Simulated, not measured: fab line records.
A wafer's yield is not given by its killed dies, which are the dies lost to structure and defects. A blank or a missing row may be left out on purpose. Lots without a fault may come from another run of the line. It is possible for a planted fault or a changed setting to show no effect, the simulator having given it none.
Matching of chambers || flow gf180mcu || 4 sister chambers for GF_SAB_ETCH_11 on rieDiel-01
The step etches SiO2 in C4F8/O2/Ar, target depth 55 nm, time 8.5 s. 8 wafers are shown with their chamber, then 8 later ones without.

WAFERS, EACH WITH ITS CHAMBER
{"wafer": "L080.2", "chamber": 0, "oesProductAu (a.u.)": 0.983}
{"wafer": "L085.2", "chamber": 1, "oesProductAu (a.u.)": 0.998}
{"wafer": "L085.3", "chamber": 3, "oesProductAu (a.u.)": 0.997}
{"wafer": "L085.5", "chamber": 2, "oesProductAu (a.u.)": 1.005}
{"wafer": "L088.2", "chamber": 3, "oesProductAu (a.u.)": 1.001}
{"wafer": "L088.3", "chamber": 0, "oesProductAu (a.u.)": 0.979}
{"wafer": "L088.5", "chamber": 2, "oesProductAu (a.u.)": 1.008}
{"wafer": "L089.3", "chamber": 1, "oesProductAu (a.u.)": 1.012}

WAFERS WITHOUT THEIR CHAMBER
{"wafer": "L089.4", "oesProductAu (a.u.)": 0.998}
{"wafer": "L089.6", "oesProductAu (a.u.)": 0.993}
{"wafer": "L092.2", "oesProductAu (a.u.)": 1.014}
{"wafer": "L092.3", "oesProductAu (a.u.)": 1.009}
{"wafer": "L092.5", "oesProductAu (a.u.)": 1.003}
{"wafer": "L097.3", "oesProductAu (a.u.)": 1.001}
{"wafer": "L097.5", "oesProductAu (a.u.)": 0.997}
{"wafer": "L097.6", "oesProductAu (a.u.)": 0.986}

WHICH CHAMBER EACH ONE RAN IN
{"wafer": "L089.4", "from the rows above": "can't be placed: 3 or 1 or 2", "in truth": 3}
{"wafer": "L089.6", "from the rows above": "can't be placed: 3 or 1 or 0 or 2", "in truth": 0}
{"wafer": "L092.2", "from the rows above": "can't be placed: 2 or 1 or 3", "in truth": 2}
{"wafer": "L092.3", "from the rows above": "can't be placed: 2 or 1 or 3", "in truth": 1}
{"wafer": "L092.5", "from the rows above": "can't be placed: 1 or 2 or 3", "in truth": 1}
{"wafer": "L097.3", "from the rows above": "can't be placed: 3 or 1 or 2", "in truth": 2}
{"wafer": "L097.5", "from the rows above": "can't be placed: 3 or 1 or 2", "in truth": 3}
{"wafer": "L097.6", "from the rows above": "can't be placed: 0 or 3", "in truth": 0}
Correctly placed: 0 of 8. Unplaceable from these rows: 8, with the true chamber sitting among the candidates in 8. Wrongly placed: 0.
How it was worked out, from the rows above alone: a wafer's distance from a chamber is the root of the sum, over the readings, of the square of ((its reading less the chamber's mean) divided by the reading's scatter). If the next closest chamber is less than 2 further off than the closest, the wafer can't be placed; otherwise it belongs to the closest. A chamber's mean is the mean of its shown wafers. The scatter: take each reading less its chamber's mean, square it, sum over the shown wafers, divide by the number of wafers less the number of chambers, and take the root.
